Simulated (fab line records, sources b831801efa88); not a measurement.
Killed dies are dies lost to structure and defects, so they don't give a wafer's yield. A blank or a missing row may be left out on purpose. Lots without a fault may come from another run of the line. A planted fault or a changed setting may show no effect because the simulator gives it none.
Which tool did it? | flow gf180mcu | 12 lots, 36 wafers sampled, at 5 steps of a route of 602

WHAT THE GAUGES READ, wafer by wafer
GF_CONTACT_THK_MEAS_01. Usual: CONTACT_CVD_00_THK 299 nm, standard deviation 3.1.
lot  | measured     | on            | CONTACT_CVD_00_THK (nm) | flag
L436 | day 14 22:20 | film_metro-03 | 300 303 304             |
L437 | day 15 14:13 | film_metro-04 | 301 297 296             |
L438 | day 15 19:28 | film_metro-03 | 296 298 296             |
L440 | day 16 19:00 | film_metro-03 | 296 299 301             |
L441 | day 17 10:39 | film_metro-03 | 301 299 303             |
L442 | day 17 13:45 | film_metro-04 | 305 302 301             |
L443 | day 17 20:34 | film_metro-03 | 296 299 295             |
L445 | day 18 07:52 | film_metro-02 | 303 304 300             |
L446 | day 18 13:07 | film_metro-04 | 297 296 298             |
L453 | day 21 03:43 | film_metro-04 | 247 255 253             | OFF
L454 | day 21 10:48 | film_metro-03 | 252 255 253             | OFF
L459 | day 23 08:19 | film_metro-03 | 303 299 298             |

WHICH TOOL RAN EACH LOT (tool, then ch and the chambers of the sampled wafers, then the start)
lot  | GF_PSD_RTA_13                    | GF_SALICIDE_RTA_06               | GF_SALICIDE_RTA_08               | GF_CONTACT_CVD_00
L436 | rtp_anneal-01 ch 0, day 14 00:49 | rtp_anneal-02 ch 0, day 14 22:00 | rtp_anneal-01 ch 0, day 14 22:11 | hdpcvd-01 ch 0,1,2, day 14 22:16
L437 | rtp_anneal-02 ch 0, day 14 15:37 | rtp_anneal-02 ch 0, day 15 13:53 | rtp_anneal-01 ch 0, day 15 14:04 | hdpcvd-01 ch 0,1,2, day 15 14:10
L438 | rtp_anneal-01 ch 0, day 14 21:28 | rtp_anneal-01 ch 0, day 15 19:08 | rtp_anneal-02 ch 0, day 15 19:19 | hdpcvd-02 ch 0,2, day 15 19:25
L440 | rtp_anneal-01 ch 0, day 15 19:33 | rtp_anneal-01 ch 0, day 16 18:40 | rtp_anneal-02 ch 0, day 16 18:52 | hdpcvd-01 ch 0,1, day 16 18:57
L441 | rtp_anneal-02 ch 0, day 16 10:19 | rtp_anneal-02 ch 0, day 17 10:17 | rtp_anneal-02 ch 0, day 17 10:29 | hdpcvd-02 ch 0, day 17 10:35
L442 | rtp_anneal-01 ch 0, day 16 12:38 | rtp_anneal-01 ch 0, day 17 13:25 | rtp_anneal-02 ch 0, day 17 13:36 | hdpcvd-01 ch 0,1, day 17 13:42
L443 | rtp_anneal-01 ch 0, day 16 20:26 | rtp_anneal-02 ch 0, day 17 20:07 | rtp_anneal-01 ch 0, day 17 20:25 | hdpcvd-02 ch 0,2, day 17 20:30
L445 | rtp_anneal-01 ch 0, day 17 08:07 | rtp_anneal-01 ch 0, day 18 07:31 | rtp_anneal-02 ch 0, day 18 07:43 | hdpcvd-02 ch 0,2, day 18 07:49
L446 | rtp_anneal-01 ch 0, day 17 13:10 | rtp_anneal-02 ch 0, day 18 12:35 | rtp_anneal-01 ch 0, day 18 12:53 | hdpcvd-02 ch 0,2, day 18 13:04
L453 | rtp_anneal-01 ch 0, day 20 02:20 | rtp_anneal-01 ch 0, day 21 03:20 | rtp_anneal-02 ch 0, day 21 03:34 | hdpcvd-02 ch 0,1,2, day 21 03:40
L454 | rtp_anneal-01 ch 0, day 20 09:19 | rtp_anneal-01 ch 0, day 21 10:28 | rtp_anneal-02 ch 0, day 21 10:40 | hdpcvd-02 ch 0,2, day 21 10:44
L459 | rtp_anneal-01 ch 0, day 22 07:34 | rtp_anneal-02 ch 0, day 23 07:58 | rtp_anneal-01 ch 0, day 23 08:10 | hdpcvd-01 ch 1,2, day 23 08:15
- GF_PSD_RTA_13: time 20 s.
- GF_SALICIDE_RTA_06: time 30 s.
- GF_SALICIDE_RTA_08: time 30 s.
- GF_CONTACT_CVD_00: deposits SiO2, target thk 300 nm, time 50 s.

WHAT THE TOOLS THEMSELVES READ (means of the sampled wafers that have a number; where no wafer has one, the mark that the record gives instead)
GF_PSD_RTA_13. Usual: chamber_o2_ppm 1.998, standard deviation 0.022; lamp_power_pct 32.9 %, standard deviation 1.6; wafer_temp_C_max 1028.8, standard deviation 1.1.
lot  | tool          | chamber_o2_ppm | lamp_power_pct (%) | wafer_temp_C_max | flag
L436 | rtp_anneal-01 | 1.974          | 33.7               | 1028.6           |
L437 | rtp_anneal-02 | 1.993          | 29.8               | 1029.9           |
L438 | rtp_anneal-01 | 2.013          | 33.7               | 1029.1           |
L440 | rtp_anneal-01 | 1.970          | 33.8               | 1028.6           |
L441 | rtp_anneal-02 | 1.978          | 29.8               | 1030.7           |
L442 | rtp_anneal-01 | 2.011          | 33.8               | 1028.2           |
L443 | rtp_anneal-01 | 2.027          | 33.8               | 1027.3           |
L445 | rtp_anneal-01 | 2.040          | 33.7               | 1028.5           |
L446 | rtp_anneal-01 | 2.026          | 33.7               | 1028.2           |
L453 | rtp_anneal-01 | 1.996          | 33.8               | 1027.8           |
L454 | rtp_anneal-01 | 1.991          | 33.8               | 1028.7           |
L459 | rtp_anneal-01 | 1.991          | 33.8               | 1029.0           |

GF_SALICIDE_RTA_06. Usual: chamber_o2_ppm 2.005, standard deviation 0.02; lamp_power_pct 5.7 %, standard deviation 0.35; wafer_temp_C_max 532.3, standard deviation 0.61.
lot  | tool          | chamber_o2_ppm | lamp_power_pct (%) | wafer_temp_C_max | flag
L436 | rtp_anneal-02 | 2.013          | 5.4                | 532.7            |
L437 | rtp_anneal-02 | 2.013          | 5.4                | 533.2            |
L438 | rtp_anneal-01 | 2.001          | 6.1                | 531.6            |
L440 | rtp_anneal-01 | 2.022          | 6.1                | 531.7            |
L441 | rtp_anneal-02 | 2.012          | 5.4                | 532.7            |
L442 | rtp_anneal-01 | 1.995          | 6.1                | 531.7            |
L443 | rtp_anneal-02 | 2.032          | 5.4                | 532.8            |
L445 | rtp_anneal-01 | 2.002          | 6.1                | 532.0            |
L446 | rtp_anneal-02 | 2.017          | 5.4                | 532.9            |
L453 | rtp_anneal-01 | 2.035          | 6.1                | 532.0            |
L454 | rtp_anneal-01 | 1.986          | 6.1                | 531.5            |
L459 | rtp_anneal-02 | 1.994          | 5.4                | 531.8            |

GF_SALICIDE_RTA_08. Usual: chamber_o2_ppm 2.002, standard deviation 0.023; lamp_power_pct 15.9 %, standard deviation 1; wafer_temp_C_max 803.4, standard deviation 1.1.
lot  | tool          | chamber_o2_ppm | lamp_power_pct (%) | wafer_temp_C_max | flag
L436 | rtp_anneal-01 | 2.014          | 17.0               | 803.0            |
L437 | rtp_anneal-01 | 1.992          | 17.0               | 801.8            |
L438 | rtp_anneal-02 | 2.007          | 15.0               | 804.0            |
L440 | rtp_anneal-02 | 2.015          | 15.0               | 803.6            |
L441 | rtp_anneal-02 | 2.013          | 15.0               | 804.4            |
L442 | rtp_anneal-02 | 1.980          | 15.0               | 803.0            |
L443 | rtp_anneal-01 | 1.994          | 17.0               | 802.2            |
L445 | rtp_anneal-02 | 1.971          | 15.0               | 804.8            |
L446 | rtp_anneal-01 | 2.028          | 17.0               | 802.8            |
L453 | rtp_anneal-02 | 2.037          | 15.0               | 804.5            |
L454 | rtp_anneal-02 | 2.010          | 15.0               | 804.4            |
L459 | rtp_anneal-01 | 1.992          | 17.0               | 803.0            |

GF_CONTACT_CVD_00. Usual: sih4_flow_sccm 60.01 sccm, standard deviation 0.17.
lot  | tool      | sih4_flow_sccm (sccm) | flag
L436 | hdpcvd-01 | 60.10                 |
L437 | hdpcvd-01 | 60.00                 |
L438 | hdpcvd-02 | 59.98                 |
L440 | hdpcvd-01 | 60.09                 |
L441 | hdpcvd-02 | 59.77                 |
L442 | hdpcvd-01 | 59.97                 |
L443 | hdpcvd-02 | 60.09                 |
L445 | hdpcvd-02 | 60.12                 |
L446 | hdpcvd-02 | 60.01                 |
L453 | hdpcvd-02 | 51.10                 | OFF
L454 | hdpcvd-02 | 50.98                 | OFF
L459 | hdpcvd-01 | 60.08                 |

THE ANSWER, worked out from the rows above alone
Rule: a lot is off if the mean of its wafers that have a number lies more than 3 standard deviations from the usual mean. A lot without any number at a reading at which 4 lots or more have one is off too. The other lots that the step has rows for count as sound. The gauges are gone through in route order, then the tools' own readings, and for those a lot's mean is taken as printed above. The first step at which some lot is off is used, and at that step the reading that is off furthest; a lot without a number counts as furthest.
Off: L453, L454, at GF_CONTACT_THK_MEAS_01 (CONTACT_CVD_00_THK).
A tool fits if, at a process step before that reading, it ran every lot that is off, and no sound lot after the first of them. The gauges at GF_CONTACT_THK_MEAS_01 aren't tried: what is off there is off at GF_CONTACT_CVD_00 too, on other tools, and a gauge's error can't cause that. Can't be told from this: 3 tools fit, rtp_anneal-01 at GF_SALICIDE_RTA_06, rtp_anneal-02 at GF_SALICIDE_RTA_08, hdpcvd-02 at GF_CONTACT_CVD_00.

WHAT THE SIMULATOR HAD PUT IN
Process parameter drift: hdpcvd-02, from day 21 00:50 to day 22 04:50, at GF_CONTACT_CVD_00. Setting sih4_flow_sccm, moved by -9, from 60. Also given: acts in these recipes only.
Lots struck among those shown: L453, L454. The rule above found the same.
